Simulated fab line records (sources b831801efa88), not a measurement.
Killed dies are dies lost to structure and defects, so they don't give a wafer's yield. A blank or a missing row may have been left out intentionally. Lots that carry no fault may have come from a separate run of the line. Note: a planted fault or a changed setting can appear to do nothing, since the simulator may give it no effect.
fab line records / flow sky130
[record] lots = 6 wafers = 18 lastDay = 50
route steps=708 shown PWDE@47 NWELL@56 PAD_OPEN@708
lots that met no fault: taken from a fault-free run of the same line
startH: hours from the record's opening day to when the first of the lot's shown wafers began / waitH: how many hours have passed since the lot's step before this one / " unchanged from the row above / L1.1+2: a row that stands for several wafers / - no value, or no start was given / * or withheld: withheld / < > ~ a bound
route shown NAME@n: names a module that has steps shown in the file, with the first one's number in the route / usual: mean/standard deviation taken from wafers without a fault / same: alike in all rows / chamber/n: place in a boat / sites: readings site by site / _std_site: the standard deviation of these / _edge_site: outer sites' mean less inner sites' / radiusMm: how far each site lies from the wafer's centre / mask NAME#n: copy n / behind: the last tool/chamber to shape the wafer / hold: what put the lot on hold/how long, in hours/how the hold closed / device: transistor that didn't switch, given as n, p or np / end of line: tests of these same wafers at the route's end / a step with no rows: only its recipe / killed: the dies lost at the first sort to structure and to defects; this is not the yield of the wafer / map: the dies of a wafer, with x for killed, . for not killed, _ for no die there
set.NAME: the setting the step ran with; set.NAME@STEP: the setting that earlier step ran with / model.NAME: the simulator's own value behind a step, which no gauge read
lots at selected steps of the route; one table per step, one row per wafer
services: the hour from which a tool's chamber was out of use, counted from the record's first day as startH (under 0 if before that day), plus the number of hours and why
[[steps]]
[step SKY_PWDE_COAT_02]
[recipe] spinRpm = 2000 resistThkNm = 3000
[step SKY_PWDE_SOFTBAKE_03]
[recipe] tempC = 110 timeS = withheld
[step SKY_PWDE_EXPOSE_04]
[recipe] maskId = PWDEM na = 0.6 sourceShape = conventional sigmaOuter = 0.6 polarization = unpolarized targetCdNm = 840 doseMj = 214
[step SKY_PWDE_PEB_05]
[recipe] tempC = 115 timeS = withheld
[step SKY_PWDE_DEVELOP_06]
[recipe] wallAngleDeg = 90 developer = TMAH developTimeS = 60 devTempC = 23
[step SKY_PWDE_OVL_MEAS_07]
[usual] PWDE_OVL = 0.1/1.4
lot.wafer=L373.4 tool=overlay-01 chamber=- startH=79.34 waitH=- PWDE_OVL[nm]=-0.2
lot.wafer=L373.5 tool=overlay-01 chamber=- startH=79.34 waitH=- PWDE_OVL[nm]=-1.3
lot.wafer=L373.6 tool=overlay-01 chamber=- startH=79.34 waitH=- PWDE_OVL[nm]=0.3
lot.wafer=L374.1 tool=overlay-01 chamber=- startH=82.86 waitH=- PWDE_OVL[nm]=1.1
lot.wafer=L374.5 tool=overlay-01 chamber=- startH=82.86 waitH=- PWDE_OVL[nm]=0.8
lot.wafer=L374.6 tool=overlay-01 chamber=- startH=82.86 waitH=- PWDE_OVL[nm]=-0.6
lot.wafer=L382.3 tool=overlay-01 chamber=- startH=131.83 waitH=- PWDE_OVL[nm]=2.7
lot.wafer=L382.4 tool=overlay-01 chamber=- startH=131.83 waitH=- PWDE_OVL[nm]=-0.3
lot.wafer=L382.5 tool=overlay-01 chamber=- startH=131.83 waitH=- PWDE_OVL[nm]=1.5
lot.wafer=L387.3 tool=overlay-02 chamber=- startH=152.94 waitH=- PWDE_OVL[nm]=0.8
lot.wafer=L387.4 tool=overlay-02 chamber=- startH=152.94 waitH=- PWDE_OVL[nm]=-1.7
lot.wafer=L387.6 tool=overlay-02 chamber=- startH=152.94 waitH=- PWDE_OVL[nm]=0.6
lot.wafer=L388.3 tool=overlay-02 chamber=- startH=158.14 waitH=- PWDE_OVL[nm]=-0.1
lot.wafer=L388.4 tool=overlay-02 chamber=- startH=158.14 waitH=- PWDE_OVL[nm]=-2.8
lot.wafer=L388.6 tool=overlay-02 chamber=- startH=158.14 waitH=- PWDE_OVL[nm]=-2.9
lot.wafer=L395.1 tool=overlay-01 chamber=- startH=202.28 waitH=- PWDE_OVL[nm]=-0.4
lot.wafer=L395.3 tool=overlay-01 chamber=- startH=202.28 waitH=- PWDE_OVL[nm]=0.9
lot.wafer=L395.5 tool=overlay-01 chamber=- startH=202.28 waitH=- PWDE_OVL[nm]=0.2
[step SKY_PWDE_IMPLANT_08]
[recipe] species = B energyKev = 150 doseCm2 = 3.6e+12 tiltDeg = withheld
[step SKY_PWDE_STRIP_09]
[recipe] chemistry = O2/N2 powerW = 1400 pressureMtorr = 1500 platenTempC = withheld o2FlowSccm = 3000 n2FlowSccm = 300 overashFraction = 0.5
[usual] drypumpMotorCurrentA = 5.7/0.3 oesProductAu = 0.722/0.0047 stripTimeToEndpointS = 36.94/0.11
lot.wafer=L373.4 tool=plasmaAsher-04 chamber=1 startH=79.54 waitH=0.1 drypumpMotorCurrentA=6.0 oesProductAu=0.731 rfHoursCounterH=- stripTimeToEndpointS=37.05
lot.wafer=L373.5 tool=plasmaAsher-04 chamber=0 startH=79.54 waitH=0.1 drypumpMotorCurrentA=5.6 oesProductAu=0.725 rfHoursCounterH=- stripTimeToEndpointS=36.97
lot.wafer=L373.6 tool=plasmaAsher-04 chamber=1 startH=79.54 waitH=0.1 drypumpMotorCurrentA=6.0 oesProductAu=0.731 rfHoursCounterH=- stripTimeToEndpointS=37.06
lot.wafer=L374.1 tool=plasmaAsher-01 chamber=1 startH=83.05 waitH=0.1 drypumpMotorCurrentA=5.7 oesProductAu=0.721 rfHoursCounterH=38 stripTimeToEndpointS=37.13
lot.wafer=L374.5 tool=plasmaAsher-01 chamber=0 startH=83.05 waitH=0.1 drypumpMotorCurrentA=5.8 oesProductAu=0.730 rfHoursCounterH=- stripTimeToEndpointS=37.13
lot.wafer=L374.6 tool=plasmaAsher-01 chamber=1 startH=83.05 waitH=0.1 drypumpMotorCurrentA=5.7 oesProductAu=0.720 rfHoursCounterH=- stripTimeToEndpointS=36.98
lot.wafer=L382.3 tool=plasmaAsher-01 chamber=0 startH=132.03 waitH=0.1 drypumpMotorCurrentA=5.9 oesProductAu=0.724 rfHoursCounterH=- stripTimeToEndpointS=36.76
lot.wafer=L382.4 tool=plasmaAsher-01 chamber=1 startH=132.03 waitH=0.1 drypumpMotorCurrentA=5.7 oesProductAu=0.722 rfHoursCounterH=- stripTimeToEndpointS=36.77
lot.wafer=L382.5 tool=plasmaAsher-01 chamber=0 startH=132.03 waitH=0.1 drypumpMotorCurrentA=5.8 oesProductAu=0.716 rfHoursCounterH=- stripTimeToEndpointS=36.83
lot.wafer=L387.3 tool=plasmaAsher-01 chamber=0 startH=153.15 waitH=0.1 drypumpMotorCurrentA=5.8 oesProductAu=0.721 rfHoursCounterH=- stripTimeToEndpointS=37.05
lot.wafer=L387.4 tool=plasmaAsher-01 chamber=1 startH=153.15 waitH=0.1 drypumpMotorCurrentA=5.7 oesProductAu=0.724 rfHoursCounterH=- stripTimeToEndpointS=37.05
lot.wafer=L387.6 tool=plasmaAsher-01 chamber=1 startH=153.15 waitH=0.1 drypumpMotorCurrentA=5.7 oesProductAu=0.724 rfHoursCounterH=- stripTimeToEndpointS=36.91
lot.wafer=L388.3 tool=plasmaAsher-03 chamber=1 startH=158.35 waitH=0.1 drypumpMotorCurrentA=5.3 oesProductAu=0.722 rfHoursCounterH=- stripTimeToEndpointS=36.92
lot.wafer=L388.4 tool=plasmaAsher-03 chamber=0 startH=158.35 waitH=0.1 drypumpMotorCurrentA=6.0 oesProductAu=0.722 rfHoursCounterH=- stripTimeToEndpointS=37.00
lot.wafer=L388.6 tool=plasmaAsher-03 chamber=0 startH=158.35 waitH=0.1 drypumpMotorCurrentA=6.0 oesProductAu=0.722 rfHoursCounterH=- stripTimeToEndpointS=37.10
lot.wafer=L395.1 tool=plasmaAsher-04 chamber=0 startH=202.47 waitH=0.1 drypumpMotorCurrentA=5.6 oesProductAu=0.719 rfHoursCounterH=53 stripTimeToEndpointS=37.04
lot.wafer=L395.3 tool=plasmaAsher-04 chamber=1 startH=202.47 waitH=0.1 drypumpMotorCurrentA=6.0 oesProductAu=0.717 rfHoursCounterH=- stripTimeToEndpointS=36.99
lot.wafer=L395.5 tool=plasmaAsher-04 chamber=1 startH=202.47 waitH=0.1 drypumpMotorCurrentA=6.0 oesProductAu=0.719 rfHoursCounterH=- stripTimeToEndpointS=36.93
[step SKY_PWDE_TW_MEAS_10]
[usual] PWDE_TW = 368.7/1.7
lot.wafer=L373.4 tool=filmMetro-04 chamber=- startH=79.64 waitH=0.1 PWDE_TW=368.3
lot.wafer=L373.5 tool=filmMetro-04 chamber=- startH=79.64 waitH=0.1 PWDE_TW=370.0
lot.wafer=L373.6 tool=filmMetro-04 chamber=- startH=79.64 waitH=0.1 PWDE_TW=368.2
lot.wafer=L374.1 tool=filmMetro-02 chamber=- startH=83.15 waitH=0.1 PWDE_TW=368.8
lot.wafer=L374.5 tool=filmMetro-02 chamber=- startH=83.15 waitH=0.1 PWDE_TW=370.4
lot.wafer=L374.6 tool=filmMetro-02 chamber=- startH=83.15 waitH=0.1 PWDE_TW=369.8
lot.wafer=L382.3 tool=filmMetro-01 chamber=- startH=132.12 waitH=0.1 PWDE_TW=367.1
lot.wafer=L382.4 tool=filmMetro-01 chamber=- startH=132.12 waitH=0.1 PWDE_TW=368.9
lot.wafer=L382.5 tool=filmMetro-01 chamber=- startH=132.12 waitH=0.1 PWDE_TW=369.4
lot.wafer=L387.3 tool=filmMetro-04 chamber=- startH=153.24 waitH=0.1 PWDE_TW=370.5
lot.wafer=L387.4 tool=filmMetro-04 chamber=- startH=153.24 waitH=0.1 PWDE_TW=367.7
lot.wafer=L387.6 tool=filmMetro-04 chamber=- startH=153.24 waitH=0.1 PWDE_TW=368.5
lot.wafer=L388.3 tool=filmMetro-04 chamber=- startH=158.44 waitH=0.1 PWDE_TW=367.3
lot.wafer=L388.4 tool=filmMetro-04 chamber=- startH=158.44 waitH=0.1 PWDE_TW=366.4
lot.wafer=L388.6 tool=filmMetro-04 chamber=- startH=158.44 waitH=0.1 PWDE_TW=369.2
lot.wafer=L395.1 tool=filmMetro-01 chamber=- startH=202.57 waitH=0.1 PWDE_TW=367.3
lot.wafer=L395.3 tool=filmMetro-01 chamber=- startH=202.57 waitH=0.1 PWDE_TW=368.2
lot.wafer=L395.5 tool=filmMetro-01 chamber=- startH=202.57 waitH=0.1 PWDE_TW=367.8
[step SKY_NWELL_DEHYDRATE_03]
[recipe] tempC = 200 timeS = 60
[step SKY_NWELL_HMDS_04]
[recipe] primeTimeS = 60 primeTempC = 120
[step SKY_NWELL_COAT_05]
[recipe] spinRpm = 2000 resistThkNm = 3000
[step SKY_NWELL_SOFTBAKE_06]
[recipe] tempC = 110 timeS = withheld
[usual] heaterPowerTotalW = 65.30/0.14 plateTempC = 110.02/0.15 resistLineTempC = 22.99/0.12
lot.wafer=L373.4 tool=lithoTrack-04 chamber=0 startH=87.26 waitH=0.1 heaterPowerTotalW=65.47 plateTempC=109.85 resistLineTempC=23.11
lot.wafer=L373.5 tool=lithoTrack-04 chamber=0 startH=87.26 waitH=0.1 heaterPowerTotalW=65.50 plateTempC=109.85 resistLineTempC=23.03
lot.wafer=L373.6 tool=lithoTrack-04 chamber=0 startH=87.26 waitH=0.1 heaterPowerTotalW=65.10 plateTempC=109.94 resistLineTempC=22.90
lot.wafer=L374.1 tool=lithoTrack-01 chamber=0 startH=91.42 waitH=0.1 heaterPowerTotalW=65.15 plateTempC=110.01 resistLineTempC=22.96
lot.wafer=L374.5 tool=lithoTrack-01 chamber=0 startH=91.42 waitH=0.1 heaterPowerTotalW=65.27 plateTempC=109.99 resistLineTempC=22.98
lot.wafer=L374.6 tool=lithoTrack-01 chamber=0 startH=91.42 waitH=0.1 heaterPowerTotalW=65.43 plateTempC=109.97 resistLineTempC=23.20
lot.wafer=L382.3 tool=lithoTrack-04 chamber=0 startH=141.03 waitH=0.1 heaterPowerTotalW=66.19 plateTempC=110.95 resistLineTempC=23.01
lot.wafer=L382.4 tool=lithoTrack-04 chamber=0 startH=141.03 waitH=0.1 heaterPowerTotalW=66.07 plateTempC=111.12 resistLineTempC=22.93
lot.wafer=L382.5 tool=lithoTrack-04 chamber=0 startH=141.03 waitH=0.1 heaterPowerTotalW=65.95 plateTempC=110.99 resistLineTempC=22.97
lot.wafer=L387.3 tool=lithoTrack-01 chamber=0 startH=162.89 waitH=0.1 heaterPowerTotalW=65.45 plateTempC=109.77 resistLineTempC=22.93
lot.wafer=L387.4 tool=lithoTrack-01 chamber=0 startH=162.89 waitH=0.1 heaterPowerTotalW=65.28 plateTempC=109.81 resistLineTempC=23.15
lot.wafer=L387.6 tool=lithoTrack-01 chamber=0 startH=162.89 waitH=0.1 heaterPowerTotalW=65.24 plateTempC=109.86 resistLineTempC=23.04
lot.wafer=L388.3 tool=lithoTrack-04 chamber=0 startH=168.38 waitH=0.1 heaterPowerTotalW=65.95 plateTempC=111.28 resistLineTempC=23.30
lot.wafer=L388.4 tool=lithoTrack-04 chamber=0 startH=168.38 waitH=0.1 heaterPowerTotalW=65.97 plateTempC=111.30 resistLineTempC=23.25
lot.wafer=L388.6 tool=lithoTrack-04 chamber=0 startH=168.38 waitH=0.1 heaterPowerTotalW=66.25 plateTempC=111.39 resistLineTempC=23.15
lot.wafer=L395.1 tool=lithoTrack-03 chamber=0 startH=212.67 waitH=0.1 heaterPowerTotalW=65.49 plateTempC=109.93 resistLineTempC=23.13
lot.wafer=L395.3 tool=lithoTrack-03 chamber=0 startH=212.67 waitH=0.1 heaterPowerTotalW=65.26 plateTempC=110.07 resistLineTempC=23.10
lot.wafer=L395.5 tool=lithoTrack-03 chamber=0 startH=212.67 waitH=0.1 heaterPowerTotalW=65.08 plateTempC=109.97 resistLineTempC=23.08
[step SKY_NWELL_EXPOSE_07]
[recipe] maskId = NWM na = 0.6 sourceShape = conventional sigmaOuter = 0.6 polarization = unpolarized targetCdNm = 840 doseMj = 255
[step SKY_PAD_OPEN_PROBE_99]
[usual] killed_at_M0_to_M3 = 42/6.6 killed_at_M4_up = 3.0/1.7 killedAtContacts = 24/5.3 killedAtFrontEnd = 15/4.5 killedAtOther = 0.2/0.49 killedDies = 83/9 killedOpen = 45/6.9 killedShort = 38/5.8
[same] grossDies = 492 killedAtBackSide = 0
lot.wafer=L395.1 tool=prober-02 chamber=- startH=1195.91 waitH=0.1 killed_at_M0_to_M3=38 killed_at_M4_up=2 killedAtContacts=29 killedAtFrontEnd=18 killedAtOther=0 killedDies=87 killedOpen=52 killedShort=34
lot.wafer=L395.3 tool=prober-02 chamber=- startH=1196.01 waitH=0.2 killed_at_M0_to_M3=39 killed_at_M4_up=4 killedAtContacts=23 killedAtFrontEnd=17 killedAtOther=0 killedDies=83 killedOpen=46 killedShort=37
lot.wafer=L395.5 tool=prober-02 chamber=- startH=1196.11 waitH=0.2 killed_at_M0_to_M3=38 killed_at_M4_up=5 killedAtContacts=24 killedAtFrontEnd=20 killedAtOther=0 killedDies=87 killedOpen=44 killedShort=43
// killed by level:class
L395.1 LI_CONTACT:geometricParticle:open=12 CONTACT:geometricParticle:open=9 VIA1:geometricParticle:open=9 FIELD_ISO:geometricParticle:open=7 VIA3:geometricParticle:open=7 VIA1:geometricParticle:short=6 FIELD_ISO:geometricParticle:short=5 LOCAL_INTERCONNECT:geometricParticle:short=4
L395.3 VIA2:geometricParticle:open=10 FIELD_ISO:geometricParticle:short=8 VIA1:geometricParticle:open=8 FIELD_ISO:geometricParticle:open=7 CONTACT:geometricParticle:short=6 CONTACT:geometricParticle:open=6 VIA3:geometricParticle:open=6 LI_CONTACT:geometricParticle:open=5
L395.5 LI_CONTACT:geometricParticle:open=11 VIA3:geometricParticle:open=9 METAL2:geometricParticle:short=9 FIELD_ISO:geometricParticle:short=7 FIELD_ISO:geometricParticle:open=6 VIA1:geometricParticle:open=6 LOCAL_INTERCONNECT:geometricParticle:short=5 METAL4:geometricParticle:short=5
[[services]]
tool=plasmaAsher-01 chamber=- startH=86.29 hours=9.6 kind=repair
tool=plasmaAsher-03 chamber=- startH=108.75 hours=9.0 kind=pm
tool=plasmaAsher-03 chamber=0 startH=108.75 hours=9.0 kind=ventCycle
tool=plasmaAsher-03 chamber=1 startH=108.75 hours=9.0 kind=ventCycle
tool=plasmaAsher-03 chamber=- startH=117.75 hours=14.6 kind=pm
tool=plasmaAsher-03 chamber=0 startH=117.75 hours=- kind=clean
tool=plasmaAsher-03 chamber=1 startH=117.75 hours=- kind=clean
tool=lithoTrack-03 chamber=- startH=127.13 hours=- kind=consumableReplace:filter
tool=plasmaAsher-04 chamber=- startH=139.87 hours=9.2 kind=repair
tool=plasmaAsher-04 chamber=- startH=208.02 hours=0.7 kind=repair
[[key]]
[firstSign] step = SKY_NWELL_SOFTBAKE_06 reading = plateTempC direction = up sigmas = 7.9 usual = * struck = *
[effect] step = SKY_NWELL_SOFTBAKE_06 reading = heaterPowerTotalW direction = up sigmas = 5.5 usual = * struck = *
metAt SKY_NWELL_SOFTBAKE_06
struckWafers L382.3,L382.4,L382.5,L388.3,L388.4,L388.6
testerLeftOut L382,L388
onsetBetween 87.26 141.03
[fault] kind = processParameterDrift tool = lithoTrack-04 chamber = - onsetH = 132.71 steps = SKY_NWELL_SOFTBAKE_06 channel = tempC offset = * shape = step endH = 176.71 actsIn = * stated = *
// testerLeftOut: of these lots the tester's yield and bins aren't shown, on N5 and GAA mostly nor the transistor test; their killed dies are dies lost to structure and defects alone, not to doping, threshold or leakage, so they don't give the yield
